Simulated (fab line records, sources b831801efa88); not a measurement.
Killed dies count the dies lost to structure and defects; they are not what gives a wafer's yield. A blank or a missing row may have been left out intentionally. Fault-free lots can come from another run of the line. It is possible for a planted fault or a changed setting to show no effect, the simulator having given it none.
fab line records ; flow gf180mcu ; part 2 of 2: steps 32 to 45 of 45
[record] lots = 5; wafers = 15; last-day = 34
route steps=602 shown STI@5 DNWELL@32 NWELL@42
lots that met no fault: from a run of the same line without faults
start-h: start of the lot's first displayed wafer, in hours after the record's first day ; wait-h: time in hours since the lot's previous step ; " same as the row above ; L1.1+2: several wafers, shown together as one row ; - no value present, or no start provided ; * or withheld: withheld ; < > ~ a bound
route shown NAME@n: NAME is a module with steps in the file, n the number in the route of the first one ; usual: average and standard deviation across the fault-free wafers ; same: alike in all rows ; chamber/n: place in a boat ; sites: the reading at each site ; _std_site: the standard deviation of these ; _edge_site: the outer-site mean with the inner-site mean subtracted ; radius-mm: how far each site lies from the wafer's centre ; mask NAME#n: copy n ; behind: the last tool/chamber to shape the wafer ; hold: the reason the lot was held/the length of the hold in hours/how it ended ; device: transistor that didn't switch, given as n, p or np ; end of line: tests of these same wafers at the route's end ; where a step has no rows: the recipe by itself ; killed: not the wafer's yield, but the dies lost to structure and defects at the first sort ; map: shows each die of a wafer: x if killed, . if not, _ if none is there
set.NAME: the setting as run; set.NAME@STEP: as run at that earlier step ; model.NAME: the simulator's own value behind a step, which no gauge read
lots at some steps of the route; a table a step, a row a wafer
services: when a tool's chamber went out of use (start-h, in hours from the record's first day, below 0 if earlier), for how many hours, and the reason
[[steps]]
[step GF_DNWELL_EXPOSE_04]
[recipe] mask-id = DNWELL; target-cd-nm = 1700; na = 0.6; source-shape = conventional; sigma-outer = 0.6; dose-mj = 260
lot.wafer;tool;chamber;start-h;wait-h;mask
L074.2+3+4;iline-stepper-02;0;-;-;DNWELL#0
L078.2+4+5;iline-stepper-02;0;-;-;DNWELL#0
L082.1+2+5;iline-stepper-02;0;-;-;DNWELL#0
L086.1+3+6;iline-stepper-01;0;-;-;DNWELL#0
L095.1+2+6;iline-stepper-02;0;-;-;DNWELL#0
[step GF_DNWELL_PEB_05]
[recipe] temp-c = 115; time-s = withheld
lot.wafer;tool;chamber;start-h;wait-h
L074.2+3+4;litho-track-04;0;-;-
L078.2+4+5;litho-track-02;0;-;-
L082.1+2+5;litho-track-03;0;-;-
L086.1+3+6;litho-track-04;0;-;-
L095.1+2+6;litho-track-03;0;-;-
[step GF_DNWELL_DEVELOP_06]
[recipe] wall-angle-deg = 90; develop-time-s = 60; dev-temp-c = 23
lot.wafer;tool;chamber;start-h;wait-h
L074.2+3+4;litho-track-04;0;-;-
L078.2+4+5;litho-track-02;0;-;-
L082.1+2+5;litho-track-03;0;-;-
L086.1+3+6;litho-track-04;0;-;-
L095.1+2+6;litho-track-03;0;-;-
[step GF_DNWELL_IMPLANT_07]
[recipe] species = P; energy-kev = 1500; dose-cm2 = 1e+13; tilt-deg = 0
lot.wafer;tool;chamber;start-h;wait-h
L074.2+3+4;implanter-02;0;43.08;-
L078.2+4+5;implanter-01;0;62.77;-
L082.1+2+5;implanter-02;0;83.92;-
L086.1+3+6;implanter-03;0;107.35;-
L095.1+2+6;implanter-01;0;154.17;-
[step GF_DNWELL_STRIP_08]
[recipe] chemistry = O2/N2; power-w = 1400; pressure-mtorr = 1500; platen-temp-c = 250; o2-flow-sccm = 3000; n2-flow-sccm = 300; overash-fraction = 0.5
[usual] drypump-motor-current-A = 5.8/0.39; heater-power-w = 326/46; oes-product-au = 0.722/0.0049; strip-time-to-endpoint-s = 36.93/0.13
lot.wafer;tool;chamber;start-h;wait-h;drypump-motor-current-A;heater-power-w;oes-product-au;rf-hours-counter-h;strip-time-to-endpoint-s
L074.2;plasma-asher-01;0;43.20;0.1;5.9;408;0.722;20;36.94
L074.3;plasma-asher-01;0;43.20;0.1;5.9;417;0.732;-;36.87
L074.4;plasma-asher-01;1;43.20;0.1;6.0;302;0.721;-;36.89
L078.2;plasma-asher-03;0;62.89;0.1;5.7;259;0.713;38;36.80
L078.4;plasma-asher-03;1;62.89;0.1;6.1;320;0.722;-;36.85
L078.5;plasma-asher-03;1;62.89;0.1;6.1;316;0.723;-;36.84
L082.1;plasma-asher-04;1;84.07;0.1;5.0;333;0.726;46;37.03
L082.2;plasma-asher-04;0;84.07;0.1;6.3;310;0.717;46;37.06
L082.5;plasma-asher-04;0;84.07;0.1;6.3;296;0.723;-;37.02
L086.1;plasma-asher-03;0;107.50;0.1;5.8;265;0.720;43;36.89
L086.3;plasma-asher-03;0;107.50;0.1;5.8;259;0.720;-;36.91
L086.6;plasma-asher-03;1;107.50;0.1;6.1;326;0.722;-;36.99
L095.1;plasma-asher-01;0;154.32;0.1;5.9;399;0.718;32;36.88
L095.2;plasma-asher-01;1;154.32;0.1;6.0;306;0.721;32;36.84
L095.6;plasma-asher-01;1;154.32;0.1;5.9;305;0.717;-;36.86
[step GF_DNWELL_TW_MEAS_09]
[usual] DNWELL_TW = 1351/8.2
lot.wafer;tool;chamber;start-h;wait-h;DNWELL_TW
L074.2;film-metro-04;-;43.31;0.1;1355
L074.3;film-metro-04;-;43.31;0.1;1350
L074.4;film-metro-04;-;43.31;0.1;1356
L078.2;film-metro-02;-;63.00;0.1;1344
L078.4;film-metro-02;-;63.00;0.1;1347
L078.5;film-metro-02;-;63.00;0.1;1346
L082.1;film-metro-02;-;84.17;0.1;1351
L082.2;film-metro-02;-;84.17;0.1;1344
L082.5;film-metro-02;-;84.17;0.1;1348
L086.1;film-metro-04;-;107.60;0.1;1358
L086.3;film-metro-04;-;107.60;0.1;1361
L086.6;film-metro-04;-;107.60;0.1;1368
L095.1;film-metro-03;-;154.42;0.1;1357
L095.2;film-metro-03;-;154.42;0.1;1353
L095.6;film-metro-03;-;154.42;0.1;1359
[step GF_NWELL_DEHYDRATE_00]
[recipe] temp-c = 200; time-s = 60
lot.wafer;tool;chamber;start-h;wait-h
L074.2+3+4;litho-track-01;0;49.38;6.1
L078.2+4+5;litho-track-03;0;68.50;5.5
L082.1+2+5;litho-track-01;0;90.96;6.8
L086.1+3+6;litho-track-01;0;114.76;7.1
L095.1+2+6;litho-track-02;0;162.29;7.9
[step GF_NWELL_HMDS_01]
[recipe] prime-time-s = 60; prime-temp-c = 120
lot.wafer;tool;chamber;start-h;wait-h
L074.2+3+4;litho-track-01;0;49.53;0.1
L078.2+4+5;litho-track-03;0;68.65;0.1
L082.1+2+5;litho-track-01;0;91.11;0.1
L086.1+3+6;litho-track-01;0;114.91;0.1
L095.1+2+6;litho-track-02;0;162.44;0.1
[step GF_NWELL_COAT_02]
[recipe] spin-rpm = 2000; resist-thk-nm = 2976
[usual] spin-speed-rpm = 2000.0/1.1
lot.wafer;tool;chamber;start-h;wait-h;spin-speed-rpm
L074.2;litho-track-01;0;49.68;0.1;2000.2
L074.3;litho-track-01;0;49.68;0.1;1999.3
L074.4;litho-track-01;0;49.68;0.1;2001.1
L078.2;litho-track-03;0;68.80;0.1;1999.1
L078.4;litho-track-03;0;68.80;0.1;2001.3
L078.5;litho-track-03;0;68.80;0.1;1999.3
L082.1;litho-track-01;0;91.26;0.1;2000.9
L082.2;litho-track-01;0;91.26;0.1;1998.7
L082.5;litho-track-01;0;91.26;0.1;2000.5
L086.1;litho-track-01;0;115.06;0.1;1998.1
L086.3;litho-track-01;0;115.06;0.1;2000.3
L086.6;litho-track-01;0;115.06;0.1;1999.9
L095.1;litho-track-02;0;162.59;0.1;2000.7
L095.2;litho-track-02;0;162.59;0.1;2000.5
L095.6;litho-track-02;0;162.59;0.1;2002.2
[step GF_NWELL_SOFTBAKE_03]
[recipe] temp-c = 110; time-s = withheld
lot.wafer;tool;chamber;start-h;wait-h
L074.2+3+4;litho-track-01;0;49.84;0.1
L078.2+4+5;litho-track-03;0;68.96;0.1
L082.1+2+5;litho-track-01;0;91.41;0.1
L086.1+3+6;litho-track-01;0;115.21;0.1
L095.1+2+6;litho-track-02;0;162.74;0.1
[step GF_NWELL_EXPOSE_04]
[recipe] mask-id = Nwell; target-cd-nm = 860; na = 0.6; source-shape = conventional; sigma-outer = 0.6; dose-mj = 260
lot.wafer;tool;chamber;start-h;wait-h;mask
L074.2+3+4;iline-stepper-02;0;-;-;Nwell#0
L078.2+4+5;iline-stepper-02;0;-;-;Nwell#0
L082.1+2+5;iline-stepper-02;0;-;-;Nwell#0
L086.1+3+6;iline-stepper-01;0;-;-;Nwell#0
L095.1+2+6;iline-stepper-02;0;-;-;Nwell#0
[step GF_NWELL_PEB_05]
[recipe] temp-c = 115; time-s = withheld
lot.wafer;tool;chamber;start-h;wait-h
L074.2+3+4;litho-track-03;0;-;-
L078.2+4+5;litho-track-01;0;-;-
L082.1+2+5;litho-track-03;0;-;-
L086.1+3+6;litho-track-03;0;-;-
L095.1+2+6;litho-track-03;0;-;-
[step GF_NWELL_DEVELOP_06]
[recipe] wall-angle-deg = 90; develop-time-s = 60; dev-temp-c = 23
lot.wafer;tool;chamber;start-h;wait-h
L074.2+3+4;litho-track-03;0;-;-
L078.2+4+5;litho-track-01;0;-;-
L082.1+2+5;litho-track-03;0;-;-
L086.1+3+6;litho-track-03;0;-;-
L095.1+2+6;litho-track-03;0;-;-
[step GF_NWELL_OVL_MEAS_07]
[usual] NWELL_OVL = 0.2/1.5
lot.wafer;tool;chamber;start-h;wait-h;NWELL_OVL[nm]
L074.2;overlay-01;-;56.43;-;0.6
L074.3;overlay-01;-;56.43;-;2.2
L074.4;overlay-01;-;56.43;-;0.5
L078.2;overlay-01;-;75.81;-;-1.4
L078.4;overlay-01;-;75.81;-;-1.1
L078.5;overlay-01;-;75.81;-;-1.5
L082.1;overlay-02;-;98.47;-;-1.2
L082.2;overlay-02;-;98.47;-;-1.1
L082.5;overlay-02;-;98.47;-;-1.7
L086.1;overlay-02;-;123.32;-;-0.2
L086.3;overlay-02;-;123.32;-;-0.7
L086.6;overlay-02;-;123.32;-;0.7
L095.1;overlay-01;-;170.77;-;-1.4
L095.2;overlay-01;-;170.77;-;-0.5
L095.6;overlay-01;-;170.77;-;-1.8
[[services]]
tool;chamber;start-h;hours;kind
rie-diel-03;3;-1.07;2.9;repair
implanter-01;-;2.09;3.9;repair
rie-diel-01;-;14.29;1.9;repair
implanter-01;-;15.52;1.6;repair
implanter-01;-;16.01;3.9;repair
rie-si-02;-;16.09;15.6;pm
furnace-01;-;19.63;3.0;pm
cmp-01;-;29.20;2.1;repair
wet-bench-04;-;39.94;4.4;pm
rie-diel-03;2;43.88;6.5;repair
furnace-02;-;50.63;4.3;pm
plasma-asher-02;-;78.07;2.8;pm
krf-scanner-02;-;87.38;1.0;pm
iline-stepper-02;-;97.60;13.0;repair
rie-si-01;-;97.62;0.6;repair
cmp-01;-;106.00;5.6;pm
plasma-asher-02;-;108.77;9.0;pm
iline-stepper-02;-;110.63;1.7;pm
krf-scanner-02;-;131.76;1.3;pm
plasma-asher-02;-;137.76;1.3;repair
furnace-02;-;138.30;3.1;pm
krf-scanner-02;-;139.53;0.8;pm
wet-bench-04;-;141.98;17.6;repair
rie-diel-03;-;159.90;0.6;repair
